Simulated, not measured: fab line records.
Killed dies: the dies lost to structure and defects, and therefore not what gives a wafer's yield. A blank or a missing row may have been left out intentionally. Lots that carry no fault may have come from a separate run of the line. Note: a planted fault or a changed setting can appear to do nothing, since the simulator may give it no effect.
Which tool did it? + flow sky130 + 11 lots with 33 wafers sampled at 6 steps, on a route of 708 steps

WHAT THE GAUGES READ, wafer by wafer
SKY_NWELL_RS_MEAS_31: uses a four-point probe to measure.
| lot  | measured     | on           | PWDE_RS (ohm/sq)              |
|------|--------------|--------------|-------------------------------|
| L425 | day 5 20:34  | filmMetro-01 | 5279 5285 5277                |
| L426 | day 6 01:31  | filmMetro-02 | 5277 5282 5277                |
| L428 | day 6 15:14  | filmMetro-01 | 5304 5292 5304                |
| L429 | day 6 20:04  | filmMetro-01 | 5296 5312 5319                |
| L434 | day 8 01:35  | filmMetro-04 | 5251 5240 5242                |
| L436 | day 8 08:56  | filmMetro-01 | 5271 5270 5251                |
| L437 | day 8 21:41  | filmMetro-01 | 5004 5012 5023 5014 5011 5009 |
| L438 | day 9 03:34  | filmMetro-02 | 5001 5001 5001 5002 5004 5000 |
| L442 | day 10 09:40 | filmMetro-01 | 5270 5265 5279                |
| L445 | day 10 21:25 | filmMetro-02 | 5271 5268 5268                |
| L446 | day 11 11:19 | filmMetro-04 | 5309 5275 5284                |

SKY_VT_ADJUST_LVTN_OVL_MEAS_18.
| lot  | measured     | on         | VT_ADJUST_LVTN_01_OVL (nm) |
|------|--------------|------------|----------------------------|
| L425 | day 8 05:31  | overlay-01 | -3.7 -3.1 -2.8             |
| L426 | day 8 10:30  | overlay-01 | 1.9 0.2 1.1                |
| L428 | day 9 02:40  | overlay-02 | 1.8 3.9 2.2                |
| L429 | day 9 09:07  | overlay-01 | 2.3 3.6 0.9                |
| L434 | day 10 19:58 | overlay-01 | 1.3 1.4 0.9                |
| L436 | day 11 03:27 | overlay-01 | 2.0 1.3 2.2                |
| L437 | day 11 19:43 | overlay-02 | -2.7 -2.1 -1.3             |
| L438 | day 12 00:40 | overlay-02 | 0.5 -0.2 -2.0              |
| L442 | day 13 09:43 | overlay-01 | 1.9 1.8 3.2                |
| L445 | day 13 22:28 | overlay-01 | 2.5 2.5 0.4                |
| L446 | day 14 14:37 | overlay-02 | 0.0 -0.1 -0.7              |

WHAT TOOL EACH LOT RAN ON (gives the tool, then ch and the chambers of the sampled wafers, and finally the start)
| lot  | SKY_PWDE_IMPLANT_08            | SKY_PWDE_STRIP_09                  | SKY_NWELL_RTA_28                | SKY_VT_ADJUST_HVTP_DEHYDRATE_00  |
|------|--------------------------------|------------------------------------|---------------------------------|----------------------------------|
| L425 | implanter-03 ch 0, day 4 07:58 | plasmaAsher-04 ch 0,1, day 4 08:06 | rtpAnneal-02 ch 0, day 5 20:13  | lithoTrack-03 ch 0, day 6 04:39  |
| L426 | implanter-03 ch 0, day 4 13:07 | plasmaAsher-02 ch 0,1, day 4 13:16 | rtpAnneal-02 ch 0, day 6 01:11  | lithoTrack-03 ch 0, day 6 09:21  |
| L428 | implanter-02 ch 0, day 5 02:49 | plasmaAsher-04 ch 0,1, day 5 02:57 | rtpAnneal-02 ch 0, day 6 14:53  | lithoTrack-04 ch 0, day 6 23:26  |
| L429 | implanter-02 ch 0, day 5 06:44 | plasmaAsher-04 ch 0,1, day 5 06:52 | rtpAnneal-01 ch 0, day 6 19:43  | lithoTrack-03 ch 0, day 7 05:05  |
| L434 | implanter-03 ch 0, day 6 10:22 | plasmaAsher-04 ch 0,1, day 6 10:29 | rtpAnneal-02 ch 0, day 8 01:15  | lithoTrack-01 ch 0, day 8 11:43  |
| L436 | implanter-03 ch 0, day 6 16:26 | plasmaAsher-04 ch 0,1, day 6 16:35 | rtpAnneal-02 ch 0, day 8 08:36  | lithoTrack-01 ch 0, day 8 18:45  |
| L437 | implanter-03 ch 0, day 7 04:17 | plasmaAsher-01 ch 0,1, day 7 04:26 | rtpAnneal-02 ch 0, day 8 21:20  | lithoTrack-03 ch 0, day 9 08:30  |
| L438 | implanter-03 ch 0, day 7 09:08 | plasmaAsher-01 ch 0,1, day 7 09:17 | rtpAnneal-02 ch 0, day 9 03:14  | lithoTrack-03 ch 0, day 9 14:06  |
| L442 | implanter-02 ch 0, day 8 13:47 | plasmaAsher-02 ch 0,1, day 8 13:54 | rtpAnneal-01 ch 0, day 10 09:19 | lithoTrack-03 ch 0, day 10 20:47 |
| L445 | implanter-01 ch 0, day 9 00:02 | plasmaAsher-02 ch 0,1, day 9 00:10 | rtpAnneal-02 ch 0, day 10 21:04 | lithoTrack-04 ch 0, day 11 08:37 |
| L446 | implanter-02 ch 0, day 9 12:40 | plasmaAsher-01 ch 0,1, day 9 12:48 | rtpAnneal-01 ch 0, day 11 10:58 | lithoTrack-01 ch 0, day 11 22:30 |
- SKY_PWDE_IMPLANT_08
- SKY_PWDE_STRIP_09: strips in O2/N2.
- SKY_NWELL_RTA_28: time 30 s.
- SKY_VT_ADJUST_HVTP_DEHYDRATE_00: time 60 s.

WHAT THE TOOLS THEMSELVES READ (means of the sampled wafers that have a number; where no wafer has one, the mark that the record gives instead)
SKY_PWDE_IMPLANT_08.
| lot  | tool         | doseIonsCm2 | faradayCurrentUA |
|------|--------------|-------------|------------------|
| L425 | implanter-03 | 3.6e+12     | 20.4             |
| L426 | implanter-03 | 3.6e+12     | 20.1             |
| L428 | implanter-02 | 3.6e+12     | 20.2             |
| L429 | implanter-02 | 3.6e+12     | 20.3             |
| L434 | implanter-03 | 3.6e+12     | 20.3             |
| L436 | implanter-03 | 3.6e+12     | 20.1             |
| L437 | implanter-03 | 3.8e+12     | 21.5             |
| L438 | implanter-03 | 3.9e+12     | 21.7             |
| L442 | implanter-02 | 3.6e+12     | 20.4             |
| L445 | implanter-01 | 3.6e+12     | 20.4             |
| L446 | implanter-02 | 3.6e+12     | 20.3             |

SKY_PWDE_STRIP_09.
| lot  | tool           | drypumpMotorCurrentA (A) | oesProductAu (a.u.) | stripTimeToEndpointS (s) |
|------|----------------|--------------------------|---------------------|--------------------------|
| L425 | plasmaAsher-04 | 5.60                     | 0.728               | 36.71                    |
| L426 | plasmaAsher-02 | 5.51                     | 0.722               | 36.77                    |
| L428 | plasmaAsher-04 | 5.60                     | 0.723               | 37.05                    |
| L429 | plasmaAsher-04 | 5.49                     | 0.723               | 36.76                    |
| L434 | plasmaAsher-04 | 5.59                     | 0.718               | 36.91                    |
| L436 | plasmaAsher-04 | 5.50                     | 0.720               | 36.92                    |
| L437 | plasmaAsher-01 | 5.39                     | 0.721               | 36.97                    |
| L438 | plasmaAsher-01 | 5.38                     | 0.725               | 36.79                    |
| L442 | plasmaAsher-02 | 5.50                     | 0.724               | 36.99                    |
| L445 | plasmaAsher-02 | 5.49                     | 0.726               | 36.97                    |
| L446 | plasmaAsher-01 | 5.38                     | 0.723               | 36.77                    |

SKY_NWELL_RTA_28.
| lot  | tool         | chamberO2Ppm | lampPowerPct (%) | wafer_temp_C_max |
|------|--------------|--------------|------------------|------------------|
| L425 | rtpAnneal-02 | 1.990        | 25.31            | 1054.5           |
| L426 | rtpAnneal-02 | 1.976        | 25.32            | 1055.0           |
| L428 | rtpAnneal-02 | 1.999        | 25.26            | 1054.9           |
| L429 | rtpAnneal-01 | 2.038        | 25.31            | 1054.7           |
| L434 | rtpAnneal-02 | 2.004        | 25.33            | 1054.3           |
| L436 | rtpAnneal-02 | 1.998        | 25.31            | 1055.1           |
| L437 | rtpAnneal-02 | 2.022        | 25.26            | 1054.6           |
| L438 | rtpAnneal-02 | 1.987        | 25.27            | 1054.5           |
| L442 | rtpAnneal-01 | 2.008        | 25.28            | 1055.5           |
| L445 | rtpAnneal-02 | 2.013        | 25.30            | 1054.0           |
| L446 | rtpAnneal-01 | 1.979        | 25.33            | 1054.6           |

THE ANSWER, worked out from the rows above alone
Rule: usual is defined by the lots themselves. The widest of any qualifying gaps counts: lots, ordered by their means at a reading, are off when they make up no more than a third of the lots, leave a main group of 4 or more, and stand apart from it by 3 or more times the standard deviation of that group's means. Not used: any main group whose means are identical at the precision the tables above print for the reading. Also off: a lot with no number at a reading for which 4 or more lots have one. The other lots that the step has rows for count as sound. First the gauges in route order, then the tools' own readings, where a lot's mean is used as printed above. The first step at which some lot is off is used, and at that step the reading that is off furthest; a lot without a number counts as furthest.
Off: at SKY_NWELL_RS_MEAS_31 (PWDE_RS), L437, L438. Main group: mean 5278 ohm/sq, sd 18.
If a tool, at a process step before that reading, ran all the lots that are off and no sound lot after the first of them, it fits. Not tried: the gauges at SKY_NWELL_RS_MEAS_31; whatever is off there is also off at SKY_PWDE_IMPLANT_08, on other tools, and gauge error can't account for it. One candidate fits, namely implanter-03 at SKY_PWDE_IMPLANT_08. A fault onset in the window from L436 (day 6 16:26, its last sound lot) to L437 (day 7 04:17, its first lot off) fits.
The tool's own readings at SKY_PWDE_IMPLANT_08 bear it out: on the lots that are off they differ by more than 5 times the standard deviation of the sound lots' means. doseIonsCm2 reads 3.8e+12 there against 3.6e+12 on the sound lots; faradayCurrentUA reads 21.6 there against 20.3 on the sound lots.

WHAT THE SIMULATOR HAD INSERTED
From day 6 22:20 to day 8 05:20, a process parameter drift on implanter-03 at SKY_PWDE_IMPLANT_08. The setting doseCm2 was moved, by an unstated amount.
Shown lots that were struck: L437, L438. The rule above reached the same finding.
